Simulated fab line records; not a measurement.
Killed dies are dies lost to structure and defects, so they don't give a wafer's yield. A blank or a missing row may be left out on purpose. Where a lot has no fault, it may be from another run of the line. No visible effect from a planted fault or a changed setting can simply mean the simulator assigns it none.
Which tool did it?	flow sky130	Sampling: 13 lots, 39 wafers, 4 of 708 route steps

== WHAT THE GAUGES READ, wafer by wafer ==
SKY_PASSIVATION_THK_MEAS_03. Usual: PASSIVATION_CVD_02_THK typically reads 538 nm, with standard deviation 7.9.
lot	measured	on	PASSIVATION_CVD_02_THK (nm)	flag
L790	day 43 20:39	film-metro-01	538 541 536	
L792	day 44 15:54	film-metro-01	536 537 544	
L796	day 45 18:08	film-metro-02	532 530 544	
L795	day 45 20:53	film-metro-02	543 532 547	
L797	day 45 23:32	film-metro-02	538 545 537	
L799	day 46 07:22	film-metro-04	536 546 539	
L801	day 46 22:29	film-metro-02	541 555 546	
L800	day 47 00:25	film-metro-02	533 546 548	
L802	day 47 05:19	film-metro-01	535 534 543	
L805	day 47 20:14	film-metro-02	531 525 553	
L811	day 49 02:15	film-metro-02	535 535 549	
L812	day 49 18:41	film-metro-04	529 544 555	
L813	day 49 19:01	film-metro-04	529 529 537	

SKY_PAD_OPEN_BOW_MEAS_13. Usual: PAD_OPEN_BOW typically reads 48 um, with standard deviation 9.9.
lot	measured	on	PAD_OPEN_BOW (um)	flag
L790	day 45 17:33	film-metro-04	53 43 47	
L792	day 46 12:19	film-metro-03	50 43 33	
L796	day 47 13:28	film-metro-04	48 52 43	
L795	day 47 15:17	film-metro-02	42 46 44	
L797	day 47 18:43	film-metro-02	62 67 40	
L799	day 48 02:17	film-metro-02	51 38 54	
L801	day 48 15:15	film-metro-04	44 34 48	
L800	day 48 16:50	film-metro-03	48 57 47	
L802	day 48 21:58	film-metro-03	53 47 50	
L805	day 49 10:26	film-metro-02	57 48 46	
L811	day 50 13:53	film-metro-02	42 28 33	
L812	day 51 03:56	film-metro-02	38 32 42	
L813	day 51 04:40	film-metro-04	42 43 51	

== EACH LOT AND THE TOOL THAT RAN IT (in order: tool; ch and the chambers of the sampled wafers; start) ==
lot	SKY_VIA1_CLEAN_18	SKY_VIA4_ETCH_12
L790	wet-bench-02 ch 0, day 33 23:19	rie-diel-04 ch 0,1,3, day 42 18:27
L792	wet-bench-01 ch 0, day 34 23:23	rie-diel-03 ch 1,3, day 43 15:14
L796	wet-bench-01 ch 0, day 36 08:58	rie-diel-04 ch 1,2, day 44 20:05
L795	wet-bench-03 ch 3, day 36 09:58	rie-diel-04 ch 0,1,3, day 44 21:50
L797	wet-bench-02 ch 3, day 36 11:14	rie-diel-04 ch 0,1, day 44 23:48
L799	wet-bench-02 ch 3, day 37 00:38	rie-diel-03 ch 0,1, day 45 06:42
L801	wet-bench-02 ch 0, day 37 17:08	rie-diel-03 ch 0,3, day 45 23:03
L800	wet-bench-02 ch 1, day 37 19:36	rie-diel-04 ch 0,2,3, day 46 01:09
L802	wet-bench-03 ch 0, day 37 21:05	rie-diel-03 ch 1,3, day 46 05:47
L805	wet-bench-02 ch 2, day 38 20:50	rie-diel-03 ch 0,2,3, day 46 21:32
L811	wet-bench-03 ch 2, day 40 08:39	rie-diel-03 ch 1,2,3, day 48 04:11
L812	wet-bench-02 ch 2, day 41 06:56	rie-diel-02 ch 0,1,3, day 48 21:55
L813	wet-bench-01 ch 3, day 41 07:38	rie-diel-04 ch 0,2,3, day 48 22:53
- SKY_VIA1_CLEAN_18: cleans in IPA, time 180 s.
- SKY_VIA4_ETCH_12: etches SiO2 in C4F8/O2/Ar, stops on TiN, target depth 580 nm.

== WHAT THE TOOLS THEMSELVES READ (means of the sampled wafers that have a number; where no wafer has one, the mark that the record gives instead) ==
SKY_VIA4_ETCH_12. Usual: chamber-pressure-mTorr 40.01 mTorr, standard deviation 0.039; oes-product-au 0.926 a.u., standard deviation 0.0045.
lot	tool	chamber-pressure-mTorr (mTorr)	oes-product-au (a.u.)	flag
L790	rie-diel-04	40.04	0.928	
L792	rie-diel-03	39.99	0.925	
L796	rie-diel-04	40.01	0.931	
L795	rie-diel-04	39.98	0.926	
L797	rie-diel-04	40.02	0.925	
L799	rie-diel-03	39.97	0.928	
L801	rie-diel-03	40.00	0.925	
L800	rie-diel-04	40.02	0.929	
L802	rie-diel-03	39.99	0.929	
L805	rie-diel-03	39.99	0.929	
L811	rie-diel-03	40.01	0.923	
L812	rie-diel-02	39.98	0.926	
L813	rie-diel-04	40.02	0.925	

== THE ANSWER, worked out from the rows above alone ==
Rule: a lot counts as off when the mean over its wafers that have a number is more than 3 standard deviations away from the usual mean. Also off: a lot with no number at a reading for which 4 or more lots have one. Where the step has rows for the other lots, those lots are counted as sound. Order of review: gauges by route order, followed by the tools' own readings, for which a lot's mean as printed above is used. The first step at which some lot is off is used, and at that step the reading that is off furthest; a lot without a number counts as furthest.
No lot is off at any reading shown: from this, nothing can be told.

== WHAT THE SIMULATOR HAD PUT IN ==
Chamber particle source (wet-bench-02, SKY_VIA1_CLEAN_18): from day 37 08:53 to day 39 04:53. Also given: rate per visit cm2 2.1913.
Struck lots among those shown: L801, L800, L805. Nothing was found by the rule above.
